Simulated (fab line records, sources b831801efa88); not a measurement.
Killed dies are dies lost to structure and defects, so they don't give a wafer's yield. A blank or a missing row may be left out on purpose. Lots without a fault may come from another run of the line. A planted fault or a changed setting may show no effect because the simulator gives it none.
Which tool did it? | flow sky130 | 10 lots, 30 wafers sampled, at 6 steps of a route of 708

WHAT THE GAUGES READ, wafer by wafer
SKY_VIA3_RS_MEAS_22: measures by four-point-probe. Usual: VIA3_W_RS 0.295 ohm/sq, standard deviation 0.0035.
lot  | measured     | on            | VIA3_W_RS (ohm/sq) | flag
L935 | day 41 02:17 | film_metro-03 | 0.299 0.299 0.300  |
L939 | day 42 01:36 | film_metro-04 | 0.291 0.291 0.290  |
L941 | day 42 13:26 | film_metro-02 | 0.296 0.300 0.295  |
L942 | day 42 22:08 | film_metro-03 | 0.296 0.296 0.300  |
L949 | day 44 17:26 | film_metro-03 | 0.296 0.291 0.295  |
L951 | day 45 00:33 | film_metro-04 | 0.298 0.298 0.298  |
L952 | day 45 08:59 | film_metro-02 | 0.297 0.297 0.295  |
L953 | day 45 11:35 | film_metro-03 | 0.294 0.293 0.302  |
L954 | day 45 22:35 | film_metro-03 | 0.297 0.299 0.295  |
L955 | day 46 00:47 | film_metro-03 | 0.295 0.296 0.294  |

SKY_CAP2M_RS_MEAS_03: measures by four-point-probe. Usual: CAP2M_TIN_RS 6.96 ohm/sq, standard deviation 0.074.
lot  | measured     | on            | CAP2M_TIN_RS (ohm/sq) | flag
L935 | day 41 03:06 | film_metro-03 | 6.95 6.97 6.94        |
L939 | day 42 02:26 | film_metro-01 | 5.84 6.89 6.86        | OFF
L941 | day 42 14:17 | film_metro-01 | 5.85 6.86 5.86        | OFF
L942 | day 42 22:58 | film_metro-03 | 7.01 6.97 6.95        |
L949 | day 44 18:16 | film_metro-04 | 7.03 6.87 7.04        |
L951 | day 45 01:28 | film_metro-01 | 7.00 7.00 7.00        |
L952 | day 45 09:48 | film_metro-04 | 7.00 6.93 6.97        |
L953 | day 45 12:29 | film_metro-03 | 7.07 6.96 7.00        |
L954 | day 45 23:25 | film_metro-04 | 6.86 6.89 6.94        |
L955 | day 46 01:37 | film_metro-03 | 6.98 7.02 7.05        |

SKY_CAP2M_THK_MEAS_04: measures by xrf. Usual: CAP2M_TIN_THK 199.8 nm, standard deviation 2.3.
lot  | measured     | on            | CAP2M_TIN_THK (nm) | flag
L935 | day 41 03:13 | film_metro-03 | 200.2 199.3 200.9  |
L939 | day 42 02:32 | film_metro-01 | 236.1 199.4 201.1  | OFF
L941 | day 42 14:24 | film_metro-01 | 235.4 200.1 235.3  | OFF
L942 | day 42 23:05 | film_metro-03 | 198.7 199.3 200.2  |
L949 | day 44 18:23 | film_metro-04 | 198.8 203.9 197.6  |
L951 | day 45 01:35 | film_metro-01 | 198.2 197.2 198.5  |
L952 | day 45 09:54 | film_metro-04 | 200.6 200.9 199.4  |
L953 | day 45 12:37 | film_metro-03 | 197.9 199.9 199.1  |
L954 | day 45 23:32 | film_metro-04 | 203.1 202.4 200.7  |
L955 | day 46 01:44 | film_metro-03 | 199.5 198.5 198.3  |

WHICH TOOL RAN EACH LOT (tool, then ch and the chambers of the sampled wafers, then the start)
lot  | SKY_METAL4_SPUTTER_01        | SKY_CAP2M_CVD_00                | SKY_CAP2M_SPUTTER_02
L935 | pvd_sputter-03, day 41 02:47 | pecvd-04 ch 0,2, day 41 02:55   | pvd_sputter-04, day 41 02:59
L939 | pvd_sputter-01, day 42 02:05 | pecvd-04 ch 0,2, day 42 02:13   | pvd_sputter-04, day 42 02:18
L941 | pvd_sputter-01, day 42 13:57 | pecvd-01 ch 0,2, day 42 14:05   | pvd_sputter-04, day 42 14:10
L942 | pvd_sputter-01, day 42 22:39 | pecvd-04 ch 0,2, day 42 22:47   | pvd_sputter-03, day 42 22:52
L949 | pvd_sputter-03, day 44 17:56 | pecvd-03 ch 0,2, day 44 18:04   | pvd_sputter-01, day 44 18:09
L951 | pvd_sputter-01, day 45 01:08 | pecvd-03 ch 1,2, day 45 01:16   | pvd_sputter-03, day 45 01:21
L952 | pvd_sputter-03, day 45 09:26 | pecvd-03 ch 0,1,2, day 45 09:34 | pvd_sputter-04, day 45 09:39
L953 | pvd_sputter-03, day 45 12:10 | pecvd-04 ch 1,2, day 45 12:18   | pvd_sputter-04, day 45 12:23
L954 | pvd_sputter-03, day 45 23:04 | pecvd-01 ch 0,1,2, day 45 23:13 | pvd_sputter-04, day 45 23:17
L955 | pvd_sputter-01, day 46 01:17 | pecvd-03 ch 0,1, day 46 01:25   | pvd_sputter-04, day 46 01:30
- SKY_METAL4_SPUTTER_01: material TiN, target thk 20 nm, time 16.7 s.
- SKY_CAP2M_CVD_00: deposits SiO2, target thk 15.5 nm.
- SKY_CAP2M_SPUTTER_02: material TiN, target thk 200 nm, time 166.7 s.

WHAT THE TOOLS THEMSELVES READ (means of the sampled wafers that have a number; where no wafer has one, the mark that the record gives instead)
SKY_METAL4_SPUTTER_01. Usual: cathode_dc_power_W 6500.2 W, standard deviation 1.2; throttle_valve_pct 30.1 %, standard deviation 1.
lot  | tool           | cathode_dc_power_W (W) | throttle_valve_pct (%) | flag
L935 | pvd_sputter-03 | 6500.3                 | 29.6                   |
L939 | pvd_sputter-01 | 6501.0                 | 30.3                   |
L941 | pvd_sputter-01 | 6500.3                 | 30.2                   |
L942 | pvd_sputter-01 | 6499.8                 | 29.2                   |
L949 | pvd_sputter-03 | 6500.9                 | 30.9                   |
L951 | pvd_sputter-01 | 6499.8                 | 30.2                   |
L952 | pvd_sputter-03 | 6501.3                 | 30.2                   |
L953 | pvd_sputter-03 | 6501.0                 | 29.9                   |
L954 | pvd_sputter-03 | 6500.5                 | 29.2                   |
L955 | pvd_sputter-01 | 6499.9                 | 31.4                   |

SKY_CAP2M_CVD_00. Usual: heater_power_w 725 W, standard deviation 57.
lot  | tool     | heater_power_w (W) | flag
L935 | pecvd-04 | 752                |
L939 | pecvd-04 | 686                |
L941 | pecvd-01 | 668                |
L942 | pecvd-04 | 717                |
L949 | pecvd-03 | 750                |
L951 | pecvd-03 | 745                |
L952 | pecvd-03 | 754                |
L953 | pecvd-04 | 742                |
L954 | pecvd-01 | 676                |
L955 | pecvd-03 | 681                |

SKY_CAP2M_SPUTTER_02. Usual: cathode_dc_power_W 6500.0 W, standard deviation 1.1; throttle_valve_pct 30.3 %, standard deviation 0.98.
lot  | tool           | cathode_dc_power_W (W) | throttle_valve_pct (%) | flag
L935 | pvd_sputter-04 | 6500.0                 | 30.3                   |
L939 | pvd_sputter-04 | 6879.3                 | 30.3                   | OFF
L941 | pvd_sputter-04 | 7259.7                 | 30.5                   | OFF
L942 | pvd_sputter-03 | 6500.0                 | 31.0                   |
L949 | pvd_sputter-01 | 6500.7                 | 29.1                   |
L951 | pvd_sputter-03 | 6498.6                 | 30.3                   |
L952 | pvd_sputter-04 | 6499.6                 | 31.5                   |
L953 | pvd_sputter-04 | 6500.0                 | 30.9                   |
L954 | pvd_sputter-04 | 6500.8                 | 30.6                   |
L955 | pvd_sputter-04 | 6499.6                 | 30.0                   |

THE ANSWER, worked out from the rows above alone
Rule: a lot is off if the mean of its wafers that have a number lies more than 3 standard deviations from the usual mean. A lot without any number at a reading at which 4 lots or more have one is off too. The other lots that the step has rows for count as sound. The gauges are gone through in route order, then the tools' own readings, and for those a lot's mean is taken as printed above. The first step at which some lot is off is used, and at that step the reading that is off furthest; a lot without a number counts as furthest.
Off: L939, L941, at SKY_CAP2M_RS_MEAS_03 (CAP2M_TIN_RS).
A tool fits if, at a process step before that reading, it ran every lot that is off, and no sound lot after the first of them. The gauges at SKY_CAP2M_RS_MEAS_03 aren't tried: what is off there is off at SKY_CAP2M_SPUTTER_02 too, on other tools, and a gauge's error can't cause that. None of those tried fits.

WHAT THE SIMULATOR HAD PUT IN
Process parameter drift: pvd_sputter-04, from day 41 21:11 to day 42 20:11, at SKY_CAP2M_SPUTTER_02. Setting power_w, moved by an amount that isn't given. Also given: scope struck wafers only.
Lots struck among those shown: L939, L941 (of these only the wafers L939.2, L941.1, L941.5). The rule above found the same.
